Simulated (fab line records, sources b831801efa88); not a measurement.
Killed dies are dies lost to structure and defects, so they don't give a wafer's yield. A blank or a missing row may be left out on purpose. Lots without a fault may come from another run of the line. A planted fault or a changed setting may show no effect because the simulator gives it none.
fab line records | flow sfq_line
record lots=7 wafers=21 last_day=92
route steps=325 shown I1@77 M2@88
lots that met no fault: from a run of the same line without faults
start_h: hours from the record's first day to the start of the lot's first wafer shown | wait_h: hours since the lot's step before | " the same as in the row above | L1.1+2: a row that stands for several wafers | - no value, or no start given | * or withheld: withheld | < > ~ a bound
route shown NAME@n: a module of which the file shows steps, and the number in the route of the first | usual: mean/standard deviation of fault-free wafers | same: alike in all rows | chamber/n: place in a boat | sites: the reading at each site | _std_site: their standard deviation | _edge_site: outer sites' mean less inner sites' | radius_mm: how far each site lies from the wafer's centre | mask NAME#n: copy n | behind: the tool/chamber that last shaped the wafer | hold: why the lot was held/for how many hours/how that ended | device: the transistor (n, p or np) that didn't switch | end of line: the same wafers' tests at the end of the route | a step without rows: its recipe alone | killed: dies lost to structure and defects at the first sort, not the wafer's yield | map: a wafer's dies, x killed, . not, _ none there
set.NAME: the setting as run; set.NAME@STEP: as run at that earlier step | model.NAME: the simulator's own value behind a step, which no gauge read
lots at some steps of the route; a table a step, a row a wafer
services: from which hour (start_h, from the record's first day; less than 0 if before it) a tool's chamber was out of use, for how many hours, and why
## steps
# step SFQ_TRILAYER_I1_VIA_LITHO_COAT_054
# recipe resist=BARC spin_rpm=3000 resist_thk_nm=62
# step SFQ_TRILAYER_I1_VIA_LITHO_COAT_049
# recipe resist=KrF spin_rpm=3000 resist_thk_nm=650
# step SFQ_TRILAYER_I1_VIA_LITHO_SOFTBAKE_053
# recipe temp_c=withheld time_s=withheld resist=KrF
# step SFQ_TRILAYER_I1_VIA_LITHO_EXPOSE_050
# recipe mask_id=I1 na=0.6 source_shape=conventional sigma_outer=0.65 target_cd_nm=500 dose_mj=21.3
# step SFQ_TRILAYER_I1_VIA_LITHO_PEB_052
# recipe peb_temp_c=115 peb_time_s=60 resist=KrF
# step SFQ_TRILAYER_I1_VIA_LITHO_DEVELOP_051
# recipe time_s=60 resist=KrF
# step SFQ_I1_OVL_MEAS_913
# usual I1_OVL=3/5.3
# columns lot.wafer tool chamber start_h wait_h I1_OVL[nm]
L907.1 overlay-01 - 594.83 0.1 -1
L907.2 " - " " 5
L907.3 " - " " 1
L911.2 overlay-01 - 632.16 0.1 0
L911.3 " - " " 5
L911.6 " - " " 4
L916.1 overlay-02 - 675.61 0.1 10
L916.2 " - " " 3
L916.3 " - " " 9
L917.1 overlay-01 - 686.41 0.1 -1
L917.4 " - " " 5
L917.6 " - " " 3
L919.2 overlay-01 - 709.37 0.1 5
L919.4 " - " " 9
L919.5 " - " " -1
L924.3 overlay-02 - 748.29 0.1 3
L924.4 " - " " 11
L924.6 " - " " 5
L925.1 overlay-02 - 793.88 0.1 7
L925.2 " - " " 8
L925.6 " - " " 8
# step SFQ_TRILAYER_I1_VIA_BARC_OPEN_VIA_ETCH_071
# recipe mask_material=PR chemistry=O2 target_depth_nm=125 target=BARC source_w=500 bias_w=80 pressure_mtorr=30 time_s=41.7
# usual drypump_motor_current_A=5.4/0.36 oes_product_au=0.685/0.005
# columns lot.wafer tool chamber start_h wait_h drypump_motor_current_A oes_product_au rf_hours_counter_h
L907.1 rie_diel-03 2 594.87 0.0 5.1 0.687 29
L907.2 " 1 " " 4.8 0.685 6
L907.3 " 0 " " 5.3 0.695 48
L911.2 rie_diel-03 2 632.19 0.0 5.1 0.691 30
L911.3 " 0 " " 5.3 0.680 49
L911.6 " 1 " " 4.8 0.693 -
L916.1 rie_diel-04 1 675.64 0.0 5.2 0.682 5
L916.2 " 0 " " 5.9 0.683 3
L916.3 " 2 " " 5.4 0.689 7
L917.1 rie_diel-03 2 686.44 0.0 5.1 0.682 31
L917.4 " 1 " " 4.7 0.692 8
L917.6 " 0 " " 5.3 0.689 -
L919.2 rie_diel-04 2 709.40 0.0 5.4 0.686 8
L919.4 " 1 " " 5.2 0.689 6
L919.5 " 0 " " 5.8 0.685 -
L924.3 rie_diel-01 0 748.31 0.0 5.9 0.687 13
L924.4 " 3 " " 4.8 0.681 -
L924.6 " 2 " " 5.7 0.676 -
L925.1 rie_diel-04 0 793.91 0.0 5.8 0.686 5
L925.2 " 3 " " 5.6 0.694 7
L925.6 " 3 " " 5.6 0.686 -
# step SFQ_TRILAYER_I1_VIA_ETCH_VIA_ETCH_052
# recipe target=SiO2 stop_on=Nb mask_material=PR taper_deg=20 chemistry=CHF3 target_depth_nm=260 source_w=500 bias_w=80 pressure_mtorr=30 time_s=withheld
# usual drypump_motor_current_A=5.4/0.36 oes_product_au=0.853/0.0048
# columns lot.wafer tool chamber start_h wait_h drypump_motor_current_A oes_product_au
L907.1 rie_diel-03 2 594.91 0.0 5.1 0.855
L907.2 " 1 " " 4.7 0.851
L907.3 " 0 " " 5.3 0.850
L911.2 rie_diel-03 2 632.23 0.0 5.1 0.848
L911.3 " 0 " " 5.3 0.855
L911.6 " 1 " " 4.8 0.857
L916.1 rie_diel-04 1 675.68 0.0 5.2 0.856
L916.2 " 0 " " 5.9 0.847
L916.3 " 2 " " 5.5 0.855
L917.1 rie_diel-03 2 686.48 0.0 5.1 0.859
L917.4 " 1 " " 4.8 0.848
L917.6 " 0 " " 5.3 0.840
L919.2 rie_diel-04 2 709.44 0.0 5.4 0.856
L919.4 " 1 " " 5.2 0.859
L919.5 " 0 " " 5.9 0.856
L924.3 rie_diel-01 0 748.35 0.0 5.9 0.854
L924.4 " 3 " " 4.8 0.852
L924.6 " 2 " " 5.7 0.843
L925.1 rie_diel-04 0 793.95 0.0 5.8 0.842
L925.2 " 3 " " 5.6 0.855
L925.6 " 3 " " 5.6 0.861
# step SFQ_TRILAYER_I1_VIA_STRIP_STRIP_053
# recipe gas=O2 power_w=200 platen_temp_c=40 overash_fraction=0.65 chemistry=O2 pressure_mtorr=50
# usual drypump_motor_current_A=5.6/0.4 oes_product_au=1.006/0.011
# same overash_fraction=0.65
# columns lot.wafer tool chamber start_h wait_h drypump_motor_current_A oes_product_au rf_hours_counter_h
L907.1 rie_metal-02 0 595.02 - 5.5 1.011 122
L907.2 " 0 " " 5.5 0.999 -
L907.3 " 0 " " 5.5 1.000 -
L911.2 rie_metal-04 1 632.35 - 5.5 1.000 109
L911.3 " 1 " " 5.5 0.998 -
L911.6 " 0 " " 5.4 1.016 -
L916.1 rie_metal-02 1 675.80 - 6.3 1.013 10
L916.2 " 0 " " 5.5 1.009 135
L916.3 " 1 " " 6.3 1.017 -
L917.1 rie_metal-02 0 686.60 - 5.5 1.016 136
L917.4 " 0 " " 5.5 1.012 -
L917.6 " 0 " " 5.5 1.015 -
L919.2 rie_metal-02 0 709.55 - 5.6 1.012 139
L919.4 " 1 " " 6.3 1.007 -
L919.5 " 0 " " 5.5 1.011 -
L924.3 rie_metal-02 1 748.67 - 6.3 1.011 -
L924.4 " 0 " " 5.5 0.989 -
L924.6 " 1 " " 6.3 0.999 -
L925.1 rie_metal-03 0 794.07 - 5.9 1.023 128
L925.2 " 1 " " 5.2 0.996 108
L925.6 " 0 " " 5.9 1.029 -
# step SFQ_TRILAYER_I1_VIA_STRIP_SOLV_CLEAN_054
# recipe chemistry=NMP temp_c=70 time_s=600
# step SFQ_TRILAYER_M2_DEP_PRE_CLEAN_056
# recipe gas=Ar time_s=22.5 bias_v=250
# step SFQ_TRILAYER_M2_DEP_SPUTTER_055
# recipe material=Nb base_pressure_pa=1.33e-06 chamber_pressure_pa=0.1333 substrate_temp_c=20 resputter_cathode_voltage_v=400 target_thk_nm=200 power_w=2000 time_s=133.3
# usual throttle_valve_pct=29.9/1
# columns lot.wafer tool chamber start_h wait_h throttle_valve_pct
L907.1 pvd_sputter-04 - 596.43 0.0 30.4
L907.2 " - " " 29.7
L907.3 " - " " 30.2
L911.2 pvd_sputter-06 - 633.17 0.0 31.2
L911.3 " - " " 30.4
L911.6 " - " " 30.6
L916.1 pvd_sputter-06 - 676.60 0.0 31.3
L916.2 " - " " 29.3
L916.3 " - " " 29.9
L917.1 pvd_sputter-06 - 687.40 0.0 31.4
L917.4 " - " " 31.4
L917.6 " - " " 30.2
L919.2 pvd_sputter-06 - 710.36 0.0 30.7
L919.4 " - " " 31.2
L919.5 " - " " 30.7
L924.3 pvd_sputter-03 - 749.27 0.0 29.7
L924.4 " - " " 28.2
L924.6 " - " " 29.5
L925.1 pvd_sputter-03 - 794.87 0.0 29.5
L925.2 " - " " 28.2
L925.6 " - " " 29.6
# step SFQ_M2_RS_MEAS_914
# recipe thk_meas_gauge=four-point-probe reads=Nb_of_TRILAYER_M2_DEP_SPUTTER_055
# usual M2_NB_RS=0.893/0.0095
# columns lot.wafer tool chamber start_h wait_h M2_NB_RS[ohm/sq]
L907.1 film_metro-01 - 596.52 0.0 0.890
L907.2 " - " " 0.877
L907.3 " - " " 0.882
L911.2 film_metro-04 - 633.28 0.1 0.886
L911.3 " - " " 0.906
L911.6 " - " " 0.911
L916.1 film_metro-03 - 676.69 0.0 1.076
L916.2 " - " " 0.873
L916.3 " - " " 0.896
L917.1 film_metro-03 - 687.49 0.0 1.085
L917.4 " - " " 1.093
L917.6 " - " " 0.906
L919.2 film_metro-03 - 710.47 0.1 0.903
L919.4 " - " " 1.091
L919.5 " - " " 0.907
L924.3 film_metro-03 - 749.40 0.1 0.892
L924.4 " - " " 0.903
L924.6 " - " " 0.891
L925.1 film_metro-01 - 794.96 0.0 0.895
L925.2 " - " " 0.898
L925.6 " - " " 0.883
# step SFQ_TRILAYER_M2_LITHO_COAT_062
# recipe resist=BARC spin_rpm=3000 resist_thk_nm=62
# step SFQ_TRILAYER_M2_LITHO_COAT_057
# recipe resist=KrF spin_rpm=3000 resist_thk_nm=600
# step SFQ_TRILAYER_M2_LITHO_SOFTBAKE_061
# recipe temp_c=withheld time_s=withheld resist=KrF
# step SFQ_TRILAYER_M2_LITHO_EXPOSE_058
# recipe mask_id=M2 na=0.6 source_shape=conventional sigma_outer=0.65 target_cd_nm=500 dose_mj=14.4
# step SFQ_TRILAYER_M2_LITHO_PEB_060
# recipe peb_temp_c=115 peb_time_s=60 resist=KrF
# step SFQ_TRILAYER_M2_LITHO_DEVELOP_059
# recipe time_s=60 resist=KrF
# step SFQ_M2_OVL_MEAS_916
# usual M2_OVL=0/4.9
# columns lot.wafer tool chamber start_h wait_h M2_OVL[nm]
L907.1 overlay-02 - 750.68 0.1 4
L907.2 " - " " 3
L907.3 " - " " -2
L911.2 overlay-02 - 789.08 0.1 10
L911.3 " - " " 7
L911.6 " - " " 7
L916.1 overlay-02 - 838.65 0.1 8
L916.2 " - " " 4
L916.3 " - " " 6
L917.1 overlay-02 - 849.45 0.1 -2
L917.4 " - " " 5
L917.6 " - " " 3
L919.2 overlay-02 - 871.06 0.1 -8
L919.4 " - " " -4
L919.5 " - " " -6
L924.3 overlay-02 - 910.76 0.1 9
L924.4 " - " " 11
L924.6 " - " " 6
L925.1 overlay-02 - 943.15 0.1 -4
L925.2 " - " " -7
L925.6 " - " " -3
# step SFQ_TRILAYER_M2_BARC_OPEN_METAL_ETCH_077
# recipe mask_material=PR chemistry=O2 target_depth_nm=125 target=BARC icp_w=600 bias_w=80 pressure_mtorr=10 time_s=41.7
# usual drypump_motor_current_A=5.7/0.41 oes_product_au=0.685/0.0045
# columns lot.wafer tool chamber start_h wait_h drypump_motor_current_A oes_product_au rf_hours_counter_h
L907.1 rie_metal-02 1 750.71 0.0 6.3 0.681 22
L907.2 " 0 " " 5.5 0.675 1
L907.3 " 0 " " 5.5 0.678 -
L911.2 rie_metal-03 1 789.11 0.0 5.2 0.692 107
L911.3 " 1 " " 5.2 0.678 -
L911.6 " 1 " " 5.2 0.687 -
L916.1 rie_metal-03 1 838.69 0.0 5.2 0.682 114
L916.2 " 0 " " 5.9 0.690 134
L916.3 " 0 " " 5.9 0.681 -
L917.1 rie_metal-03 0 849.49 0.0 5.9 0.684 136
L917.4 " 1 " " 5.2 0.685 -
L917.6 " 1 " " 5.2 0.693 -
L919.2 rie_metal-03 0 871.09 0.0 5.9 0.687 140
L919.4 " 1 " " 5.1 0.685 -
L919.5 " 1 " " 5.2 0.677 -
L924.3 rie_metal-03 1 910.81 0.0 5.2 0.691 -
L924.4 " 0 " " 5.9 0.689 -
L924.6 " 1 " " 5.2 0.671 -
L925.1 rie_metal-01 1 943.19 0.0 6.0 0.689 93
L925.2 " 0 " " 5.3 0.699 86
L925.6 " 0 " " 5.3 0.689 -
# step SFQ_TRILAYER_M2_ETCH_METAL_ETCH_060
# recipe target=Nb stop_on=SiO2 mask_material=PR chemistry=Cl2/Ar target_depth_nm=240 icp_w=600 bias_w=80 pressure_mtorr=10 time_s=120
# usual drypump_motor_current_A=5.7/0.41 oes_product_au=0.894/0.0071
# columns lot.wafer tool chamber start_h wait_h drypump_motor_current_A oes_product_au rf_hours_counter_h
L907.1 rie_metal-02 1 750.77 0.0 6.3 0.905 22
L907.2 " 0 " " 5.5 0.906 1
L907.3 " 0 " " 5.5 0.909 -
L911.2 rie_metal-03 1 789.17 0.0 5.2 0.895 107
L911.3 " 1 " " 5.2 0.881 -
L911.6 " 1 " " 5.2 0.883 -
L916.1 rie_metal-03 1 838.75 0.0 5.1 0.822 114
L916.2 " 0 " " 5.9 0.907 134
L916.3 " 0 " " 5.9 0.887 -
L917.1 rie_metal-03 0 849.55 0.0 5.9 0.822 136
L917.4 " 1 " " 5.2 0.819 -
L917.6 " 1 " " 5.2 0.884 -
L919.2 rie_metal-03 0 871.15 0.0 5.9 0.886 140
L919.4 " 1 " " 5.1 0.820 -
L919.5 " 1 " " 5.2 0.890 -
L924.3 rie_metal-03 1 910.89 0.1 5.2 0.892 -
L924.4 " 0 " " 5.9 0.889 -
L924.6 " 1 " " 5.2 0.891 -
L925.1 rie_metal-01 1 943.25 0.0 6.0 0.899 93
L925.2 " 0 " " 5.3 0.893 86
L925.6 " 0 " " 5.3 0.900 -
# step SFQ_TRILAYER_M2_STRIP_STRIP_061
# recipe gas=O2 power_w=200 platen_temp_c=40 overash_fraction=0.65 chemistry=O2 pressure_mtorr=50
# usual drypump_motor_current_A=5.7/0.41 oes_product_au=0.999/0.015
# same overash_fraction=0.65
# columns lot.wafer tool chamber start_h wait_h drypump_motor_current_A oes_product_au rf_hours_counter_h
L907.1 rie_metal-02 1 750.90 0.1 6.3 1.016 22
L907.2 " 0 " " 5.5 0.994 1
L907.3 " 0 " " 5.5 0.989 -
L911.2 rie_metal-03 1 789.30 0.1 5.2 0.994 107
L911.3 " 1 " " 5.2 0.981 -
L911.6 " 1 " " 5.1 0.988 -
L916.1 rie_metal-03 1 838.87 0.1 5.1 0.990 114
L916.2 " 0 " " 5.9 1.033 135
L916.3 " 0 " " 5.9 1.031 -
L917.1 rie_metal-03 0 849.67 0.1 5.9 1.027 137
L917.4 " 1 " " 5.2 1.001 -
L917.6 " 1 " " 5.2 0.989 -
L919.2 rie_metal-03 0 871.27 0.1 5.9 1.017 141
L919.4 " 1 " " 5.2 1.001 -
L919.5 " 1 " " 5.2 0.991 -
L924.3 rie_metal-03 1 911.17 0.2 5.2 0.997 -
L924.4 " 0 " " 5.9 1.022 -
L924.6 " 1 " " 5.1 1.004 -
L925.1 rie_metal-01 1 943.37 0.1 6.0 0.999 93
L925.2 " 0 " " 5.3 0.994 86
L925.6 " 0 " " 5.3 1.003 -
## services
# columns tool chamber start_h hours kind
rie_diel-04 - 574.52 0.8 repair
rie_diel-03 0 602.30 6.2 repair
rie_diel-03 0 616.75 6.6 repair
rie_metal-02 - 635.69 0.6 repair
pvd_sputter-03 - 645.32 2.3 repair
rie_diel-04 1 664.61 4.5 repair
rie_diel-04 - 682.44 0.2 repair
rie_metal-03 1 719.63 14.9 repair
rie_diel-01 1 728.69 132.0 repair
rie_diel-03 1 732.19 3.9 repair
rie_diel-04 0 735.01 15.6 repair
rie_diel-04 1 736.22 6.3 repair
rie_metal-03 0 765.70 5.8 repair
rie_diel-03 - 767.97 0.8 repair
rie_metal-02 - 783.36 0.5 repair
rie_diel-04 1 800.35 4.6 repair
rie_metal-01 - 883.20 14.6 pm
pvd_sputter-06 - 893.91 2.6 repair
rie_diel-04 - 902.56 0.2 repair
rie_diel-04 0 910.24 3.3 repair
rie_diel-04 3 917.57 4.0 repair
rie_metal-03 0 924.03 11.3 repair
rie_diel-03 - 924.76 2.8 pm
rie_diel-04 1 934.97 8.4 repair
## key
first_sign step=SFQ_M2_RS_MEAS_914 reading=M2_NB_RS direction=up sigmas=20 usual=0.893 struck=1.086
effect step=SFQ_TRILAYER_M2_ETCH_METAL_ETCH_060 reading=oes_product_au direction=down sigmas=10 usual=0.894 struck=0.821
met_at SFQ_TRILAYER_M2_DEP_SPUTTER_055
struck_wafers L916.1,L917.1,L917.4,L919.4
onset_between 633.17 676.60
fault kind=site_profile_drift tool=pvd_sputter-06 chamber=- onset_h=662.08 steps=SFQ_TRILAYER_M2_DEP_SPUTTER_055 basis=fraction max_abs_drift=0.32859 slope_share_per_hr=73.021 site_pattern=0,0,0,0,0,-1,-1,-1,-1 scope=struck_wafers_only
